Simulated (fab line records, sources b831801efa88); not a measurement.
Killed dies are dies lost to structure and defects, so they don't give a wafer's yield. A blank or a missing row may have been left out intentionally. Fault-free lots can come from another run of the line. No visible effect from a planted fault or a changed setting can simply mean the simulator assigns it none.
Struck lot and sound lot, side by side :: flow sky130 :: 15 out of 708 route steps
Sound: wafers L512.2, L512.4, L512.6. Struck: wafers L523.1, L523.2, L523.6. The cause is named last.
Each step with rows lists, per side, the tool, then ch with its chambers, then its first start. Under that, the readings that differ: sound wafers :: struck wafers :: difference of the means :: sigmas: that difference in standard deviations of wafers without a fault.
alike: readings whose means differ by less than 2 such deviations, and words and numbers that are the same on both sides. not compared: withheld readings, readings that some wafer has no value for, bounds like >300 that may hide the same value, and numbers for which the record gives no deviation and whose values overlap.
A row with sigmas, a row that says differs or no value, or rows on one side alone: a step with any of these is where the two part. Numbers that don't overlap but have no deviation are shown without sigmas and don't part them. Lack of a reading on every wafer of one side parts them only where that side has two or more wafers.

SKY_POLY_GATE_CD_MEAS_22:
  sound on cd_sem-02, day 20 05:21; struck on cd_sem-01, day 24 10:52
  alike: cd_nm
then, 7 steps without rows for these wafers: SKY_LDD_N_DEHYDRATE_00 (time 60 s); SKY_LDD_N_HMDS_01 (prime time 60 s); SKY_LDD_N_COAT_02 (resist thk 300 nm); SKY_LDD_N_SOFTBAKE_03 (time 60 s); SKY_LDD_N_EXPOSE_04 (exposes mask NTM, target cd 840 nm); SKY_LDD_N_PEB_05; SKY_LDD_N_DEVELOP_06 (develop time 60 s).
SKY_LDD_N_OVL_MEAS_07:
  sound on overlay-01, day 21 11:26; struck on overlay-01, day 25 15:43
  alike: LDD_N_OVL
then, 3 steps without rows for these wafers: SKY_LDD_N_IMPLANT_08; SKY_LDD_N_IMPLANT_09; SKY_LDD_N_IMPLANT_10.
SKY_LDD_N_IMPLANT_11:
  sound on implanter-03 ch 0, day 21 11:57; struck on implanter-01 ch 0, day 25 16:12
reading: dose_ions_cm2
sound: 7.51e+13 7.502e+13 7.49e+13
struck: 6.858e+13 6.868e+13 6.869e+13
difference: -6.357e+12
sigmas: -76

reading: faraday_current_uA
sound: 427 418 416
struck: 385 397 381
difference: -33
sigmas: -4
  alike: beam_energy_keV, rotation_deg
then, 1 step without rows for these wafers: SKY_LDD_N_IMPLANT_12.
-- the record jumps here: 25 days lie between the struck wafers' starts before and after (it left off in module LDD_N and takes up again in module PAD_OPEN, whose first step shown is number 708 of the route) --
SKY_PAD_OPEN_PROBE_99:
  sound on prober-01, day 48 04:37; struck on prober-01, day 50 14:04
  alike: killed_at_M0_to_M3, killed_at_M4_up, killed_at_contacts, killed_at_front_end, killed_at_other, killed_dies, killed_open, killed_short
  not compared: model.etest.tip_n.rs_ohm_sq

## WHERE THEY PART
Only at SKY_LDD_N_IMPLANT_11, as far as this record shows. Later steps at which nothing parts them and some readings are alike: SKY_PAD_OPEN_PROBE_99.

WHY: what had been put in by the simulator
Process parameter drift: implanter-01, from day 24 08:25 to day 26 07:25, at SKY_LDD_N_IMPLANT_11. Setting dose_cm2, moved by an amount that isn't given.
